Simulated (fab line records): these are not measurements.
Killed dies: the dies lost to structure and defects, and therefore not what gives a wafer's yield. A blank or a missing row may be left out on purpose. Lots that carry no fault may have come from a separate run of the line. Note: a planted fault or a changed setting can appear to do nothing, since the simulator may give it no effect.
What tool caused it? + flow gf180mcu + 36 wafers from 12 lots sampled at 5 of the route's 602 steps

WHAT EACH GAUGE READ, for each wafer
GF_VT_IMPLANT_OVL_MEAS_07.
| lot  | measured     | on         | VT_IMPLANT_OVL (nm) |
|------|--------------|------------|---------------------|
| L411 | day 5 19:22  | overlay-02 | -1.4 -0.7 -2.0      |
| L412 | day 5 20:46  | overlay-02 | 0.3 0.5 0.9         |
| L413 | day 6 03:31  | overlay-02 | -1.3 1.2 0.7        |
| L416 | day 6 21:59  | overlay-01 | -1.5 0.3 -2.2       |
| L418 | day 7 12:43  | overlay-02 | 0.5 -0.1 0.4        |
| L419 | day 7 17:13  | overlay-01 | -1.0 -2.0 -1.8      |
| L420 | day 8 04:19  | overlay-02 | -0.3 -0.3 -0.6      |
| L424 | day 9 01:40  | overlay-02 | -1.9 -1.1 -3.4      |
| L426 | day 9 16:22  | overlay-02 | -1.0 -1.4 0.6       |
| L427 | day 9 19:28  | overlay-01 | 0.1 0.8 0.0         |
| L433 | day 11 10:28 | overlay-02 | 0.6 -0.6 -0.9       |
| L434 | day 11 14:31 | overlay-01 | -0.2 -3.2 0.4       |

GF_NSD_TW_MEAS_12.
| lot  | measured     | on            | NSD_TW         |
|------|--------------|---------------|----------------|
| L411 | day 13 14:19 | film metro-02 | 4230 4240 4232 |
| L412 | day 13 19:25 | film metro-01 | 4313 4310 4299 |
| L413 | day 14 06:47 | film metro-03 | 4254 4230 4227 |
| L416 | day 15 02:33 | film metro-02 | 4244 4205 4228 |
| L418 | day 15 19:47 | film metro-03 | 4222 4231 4208 |
| L419 | day 16 00:04 | film metro-01 | 4344 4322 4328 |
| L420 | day 16 17:49 | film metro-01 | 4361 4359 4348 |
| L424 | day 18 04:10 | film metro-01 | 4320 4320 4321 |
| L426 | day 18 22:28 | film metro-01 | 4321 4313 4325 |
| L427 | day 18 23:52 | film metro-01 | 4342           |
| L433 | day 21 02:44 | film metro-03 | 4255 4269 4281 |
| L434 | day 21 06:55 | film metro-03 | 4234 4224 4241 |

WHAT TOOL EACH LOT RAN ON (gives the tool, then ch and the chambers of the sampled wafers, and finally the start)
| lot  | GF_POLY_GATE_ETCH_13             | GF_POLY_GATE_STRIP_14                | GF_HV_LDD_RTA_52                 |
|------|----------------------------------|--------------------------------------|----------------------------------|
| L411 | rie si-01 ch 0,1,2, day 9 10:37  | plasma asher-04 ch 0,1, day 9 10:41  | rtp anneal-02 ch 0, day 12 15:36 |
| L412 | rie si-01 ch 0,3, day 9 14:43    | plasma asher-02 ch 0,1, day 9 14:47  | rtp anneal-02 ch 0, day 12 19:23 |
| L413 | rie si-01 ch 1,2, day 9 23:34    | plasma asher-02 ch 0,1, day 9 23:40  | rtp anneal-01 ch 0, day 13 07:21 |
| L416 | rie si-01 ch 0,1, day 10 17:52   | plasma asher-04 ch 0,1, day 10 17:58 | rtp anneal-02 ch 0, day 14 02:23 |
| L418 | rie si-01 ch 2,3, day 11 08:34   | plasma asher-04 ch 1, day 11 08:38   | rtp anneal-01 ch 0, day 14 19:17 |
| L419 | rie si-01 ch 0,1,3, day 11 13:10 | plasma asher-01 ch 1, day 11 13:14   | rtp anneal-01 ch 0, day 14 23:47 |
| L420 | rie si-02 ch 0,2, day 12 02:34   | plasma asher-02 ch 0,1, day 12 02:38 | rtp anneal-01 ch 0, day 15 16:54 |
| L424 | rie si-02 ch 2,3, day 13 07:43   | plasma asher-01 ch 1, day 13 07:47   | rtp anneal-02 ch 0, day 17 00:58 |
| L426 | rie si-01 ch 0,3, day 13 22:55   | plasma asher-01 ch 0,1, day 13 22:59 | rtp anneal-02 ch 0, day 17 19:21 |
| L427 | rie si-02 ch 1,2, day 14 01:37   | plasma asher-04 ch 0,1, day 14 01:41 | rtp anneal-01 ch 0, day 17 21:16 |
| L433 | rie si-01 ch 0,1,2, day 15 21:46 | plasma asher-01 ch 0,1, day 15 21:49 | rtp anneal-02 ch 0, day 19 23:20 |
| L434 | rie si-01 ch 0,2,3, day 16 02:29 | plasma asher-04 ch 0,1, day 16 02:33 | rtp anneal-01 ch 0, day 20 03:10 |
- GF_POLY_GATE_ETCH_13: etches poly-Si in HBr/Cl2, stops on SiO2, target depth 198.5 nm, time 69.6 s.
- GF_POLY_GATE_STRIP_14: strips in O2/N2.
- GF_HV_LDD_RTA_52: time 10 s.

AS READ BY THE TOOLS THEMSELVES (means over the sampled wafers that have a number; for cases with no such wafer, the mark the record gives instead)
GF_POLY_GATE_ETCH_13.
| lot  | tool      | drypump motor current A (A) | oes product au (a.u.) | run length s (s) | throttle valve pct (%) |
|------|-----------|-----------------------------|-----------------------|------------------|------------------------|
| L411 | rie si-01 | 6.0                         | 0.991                 | 97.8             | 33.692                 |
| L412 | rie si-01 | 5.8                         | 0.990                 | 98.7             | 33.680                 |
| L413 | rie si-01 | 6.2                         | 0.989                 | 97.5             | 33.678                 |
| L416 | rie si-01 | 5.9                         | 1.005                 | 98.4             | 33.686                 |
| L418 | rie si-01 | 5.8                         | 0.991                 | 97.9             | 33.691                 |
| L419 | rie si-01 | 6.1                         | 0.998                 | 98.6             | 33.676                 |
| L420 | rie si-02 | 5.4                         | 0.986                 | 97.8             | 33.685                 |
| L424 | rie si-02 | 5.4                         | 0.989                 | 97.5             | 33.683                 |
| L426 | rie si-01 | 5.8                         | 0.991                 | 98.6             | 33.685                 |
| L427 | rie si-02 | 5.1                         | 0.998                 | 74.1             | 33.682                 |
| L433 | rie si-01 | 5.9                         | 0.996                 | 97.8             | 33.688                 |
| L434 | rie si-01 | 5.8                         | 0.991                 | 98.2             | 33.690                 |

GF_POLY_GATE_STRIP_14.
| lot  | tool            | drypump motor current A (A) | heater power w (W) | oes product au (a.u.) |
|------|-----------------|-----------------------------|--------------------|-----------------------|
| L411 | plasma asher-04 | 5.6                         | 349                | 0.505                 |
| L412 | plasma asher-02 | 6.3                         | 296                | 0.507                 |
| L413 | plasma asher-02 | 6.3                         | 291                | 0.506                 |
| L416 | plasma asher-04 | 5.6                         | 349                | 0.506                 |
| L418 | plasma asher-04 | 5.8                         | 362                | 0.505                 |
| L419 | plasma asher-01 | 5.7                         | 355                | 0.504                 |
| L420 | plasma asher-02 | 6.3                         | 286                | 0.505                 |
| L424 | plasma asher-01 | 5.7                         | 356                | 0.508                 |
| L426 | plasma asher-01 | 5.2                         | 335                | 0.503                 |
| L427 | plasma asher-04 | 5.5                         | 348                | 0.519                 |
| L433 | plasma asher-01 | 5.5                         | 347                | 0.505                 |
| L434 | plasma asher-04 | 5.4                         | 342                | 0.507                 |

GF_HV_LDD_RTA_52.
| lot  | tool          | anneal temp c max | lamp power pct (%) | wafer_temp_C_max |
|------|---------------|-------------------|--------------------|------------------|
| L411 | rtp anneal-02 | 1007.7            | 31.6               | 1005.2           |
| L412 | rtp anneal-02 | 1006.5            | 31.6               | 1005.9           |
| L413 | rtp anneal-01 | 1004.9            | 33.0               | 1003.8           |
| L416 | rtp anneal-02 | 1006.8            | 31.6               | 1005.1           |
| L418 | rtp anneal-01 | 1007.1            | 32.9               | 1005.0           |
| L419 | rtp anneal-01 | 1006.4            | 32.9               | 1004.5           |
| L420 | rtp anneal-01 | 1006.1            | 33.0               | 1004.4           |
| L424 | rtp anneal-02 | 1008.2            | 31.6               | 1004.4           |
| L426 | rtp anneal-02 | 1008.2            | 31.6               | 1004.4           |
| L427 | rtp anneal-01 | 1004.9            | 32.9               | 1004.9           |
| L433 | rtp anneal-02 | 1006.6            | 31.6               | 1006.0           |
| L434 | rtp anneal-01 | 1007.7            | 33.0               | 1004.3           |

THE ANSWER, worked out from the rows above alone
Rule: what is usual is taken from the lots themselves. The widest of any qualifying gaps counts: lots, ordered by their means at a reading, are off when they make up no more than a third of the lots, leave a main group of 4 or more, and stand apart from it by 3 or more times the standard deviation of that group's means. If all means in a main group match to the digits the tables above print for the reading, that group is not used. Also off: a lot with no number at a reading for which 4 or more lots have one. Where the step has rows for the other lots, those lots are counted as sound. The gauges are gone through in route order, then the tools' own readings, and for those a lot's mean is taken as printed above. The first step at which some lot is off is used, and at that step the reading that is off furthest; a lot without a number counts as furthest.
Off, at GF_POLY_GATE_ETCH_13 on run length s: L427. Mean 98.1 s and standard deviation 0.42 in the main group.
If a tool, at that step or one of the process steps before it, ran each lot that is off and ran no sound lot following the first of them, it fits. One fits: rie si-02 at GF_POLY_GATE_ETCH_13. A fault onset in the window from L424 (day 13 07:43, its last sound lot) to L427 (day 14 01:37, its first lot off) fits.
On the lots that are off, the tool's own readings at GF_POLY_GATE_ETCH_13 differ by more than 5 times the standard deviation of the sound lots' means, which bears it out; run length s reads 74.1 s there versus 98.1 s on the sound lots.

WHAT THE SIMULATOR PUT IN
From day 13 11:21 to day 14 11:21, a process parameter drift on rie si-02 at GF_POLY_GATE_ETCH_13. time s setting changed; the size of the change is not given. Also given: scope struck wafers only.
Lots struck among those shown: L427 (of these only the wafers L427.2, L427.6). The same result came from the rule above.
